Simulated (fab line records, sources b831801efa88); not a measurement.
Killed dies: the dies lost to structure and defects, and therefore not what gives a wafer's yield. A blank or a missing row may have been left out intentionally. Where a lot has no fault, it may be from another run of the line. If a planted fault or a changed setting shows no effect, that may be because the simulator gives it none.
8D (eight disciplines) problem report, filled in by code :: flow gf180mcu :: the parts of the form that need people (team, actions taken, sign-off) are left out

== 1. THE ISSUE ==
Mean of tube center temp C at GF_DUAL_GATE_OXIDATION_02: 898 C across 12 wafers in 4 lots; on wafers with no fault it is 900 C (standard deviation 0.082). That puts it -20 standard deviations away from the usual mean.
The step: stabilise 600 s, purge 300 s, target thk 10.887 nm.
The first sign was on wafer L780.1 at day 9 13:22, on furnace-02. At this step, 42 wafers from 14 lots have a number in the record. Rule for "out" (also "out of limits"): further than 4 standard deviations from the usual mean. Any other wafer with a number is counted as sound.

== 2. WHAT IT IS; WHAT IT IS NOT ==
question: which readings at this step
is: tube center temp C
is not: -

question: which lots
is: L780, L781, L782, L783
is not: L775, L776, L777, L778, L779, L794, L795, L796, L797, L798

question: which wafers of those lots
is: all that have a number
is not: -

question: read on which tools
is: furnace-02
is not: furnace-01

question: when
is: from day 9 13:22
is not: up to then (15 sound wafers); but 15 sound wafers of L794, L795, L796, L797, L798 came after

== 3. THE SUSPECTS, EACH WITH WHAT RULES IT OUT ==
Counting: any tool at a process step up to the reading is kept as a suspect provided that every lot that is out went through it and no sound lot did after the first of them.
- furnace-02 at GF_DUAL_GATE_OXIDATION_02 (stabilise 600 s, purge 300 s, target thk 10.887 nm): ruled out as a lasting fault. After its first lot that is out, L780 (day 9 13:22), sound lots L794, L795, L796, L797, L798 ran on it.
Left after counting: nothing in the record.

== 4. THE CAUSE (what the simulator had put in) ==
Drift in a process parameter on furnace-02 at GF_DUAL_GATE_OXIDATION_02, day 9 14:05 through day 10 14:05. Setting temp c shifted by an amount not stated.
Counting ruled it out, wrongly.

== 5. THE CHAIN OF EFFECTS, in route order ==
Rows list readings where the struck wafers' mean (over those with a number) sits beyond 3 standard deviations from the usual. Scope: only readings with a usual standard deviation given in the record; hours: median across lots of the time from each lot's start at the first step in this table that gives one to its start at this step; sigmas: change in usual standard deviations.
hours: 0
step: GF_DUAL_GATE_OXIDATION_02
reading: tube center temp C
usual: 900 C
on struck wafers: 898
change: -2
sigmas: -20

hours: 0
step: GF_DUAL_GATE_OXIDATION_02
reading: tube_center_temp_C_max
usual: 902.3
on struck wafers: 900.8
change: -1.5
sigmas: -3.6
Its process steps:
- GF_DUAL_GATE_OXIDATION_02: stabilise 600 s, purge 300 s, target thk 10.887 nm.
At these later measuring or inspecting steps, every struck wafer for which the step has a row has a number for every such reading, and none has moved that far: GF_CONTACT_THK_MEAS_01.

== 6. HOW IT WOULD HAVE BEEN CAUGHT EARLIER ==
In this record the first reading out of limits was taken at day 9 13:22.
